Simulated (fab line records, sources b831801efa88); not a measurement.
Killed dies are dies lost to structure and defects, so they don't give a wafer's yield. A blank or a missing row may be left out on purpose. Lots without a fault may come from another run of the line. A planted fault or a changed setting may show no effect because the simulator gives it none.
Which tool did it? | flow gf180mcu | 6 lots, 18 wafers sampled, at 2 steps of a route of 602

WHAT THE GAUGES READ, wafer by wafer
GF_VT_IMPLANT_RS_MEAS_47: measures by four-point-probe.
lot  | measured     | on            | NWELL_RS (ohm/sq)
L582 | day 7 17:25  | film_metro-04 | 486.9 485.9 486.2
L584 | day 8 20:25  | film_metro-04 | 487.5 488.0 487.4
L590 | day 10 03:05 | film_metro-04 | 478.6 478.4 481.0
L596 | day 12 00:56 | film_metro-02 | 487.2 487.4 486.4
L599 | day 12 15:28 | film_metro-02 | 488.6 485.8 488.2
L602 | day 13 09:08 | film_metro-02 | 488.3 487.8 487.9

WHICH TOOL RAN EACH LOT (tool, then ch and the chambers of the sampled wafers, then the start)
lot  | GF_NWELL_IMPLANT_09
L582 | implanter-02 ch 0, day 3 11:15
L584 | implanter-04 ch 0, day 4 08:38
L590 | implanter-01 ch 0, day 5 10:01
L596 | implanter-04 ch 0, day 6 21:26
L599 | implanter-04 ch 0, day 7 09:58
L602 | implanter-04 ch 0, day 8 01:39
- GF_NWELL_IMPLANT_09

THE ANSWER, worked out from the rows above alone
Rule: what is usual is taken from the lots themselves. Put in order of their means at a reading, lots are off if they are a third of the lots or fewer, leave a main group of 4 or more, and stand apart from it by a gap of 3 or more times the standard deviation of the main group's means; of several such gaps the widest counts. A main group whose means are all the same, to the digits that the tables above print for the reading, isn't used. A lot without any number at a reading at which 4 lots or more have one is off too. The other lots that the step has rows for count as sound.
Off: L590, at GF_VT_IMPLANT_RS_MEAS_47 (NWELL_RS). The main group: mean 487.3 ohm/sq, standard deviation 0.58.
A tool fits if, at a process step before that reading, it ran every lot that is off, and no sound lot after the first of them. The gauges at GF_VT_IMPLANT_RS_MEAS_47 are tried like those tools. Can't be told from this: 2 tools fit, implanter-01 at GF_NWELL_IMPLANT_09, film_metro-04 at GF_VT_IMPLANT_RS_MEAS_47.

WHAT THE SIMULATOR HAD PUT IN
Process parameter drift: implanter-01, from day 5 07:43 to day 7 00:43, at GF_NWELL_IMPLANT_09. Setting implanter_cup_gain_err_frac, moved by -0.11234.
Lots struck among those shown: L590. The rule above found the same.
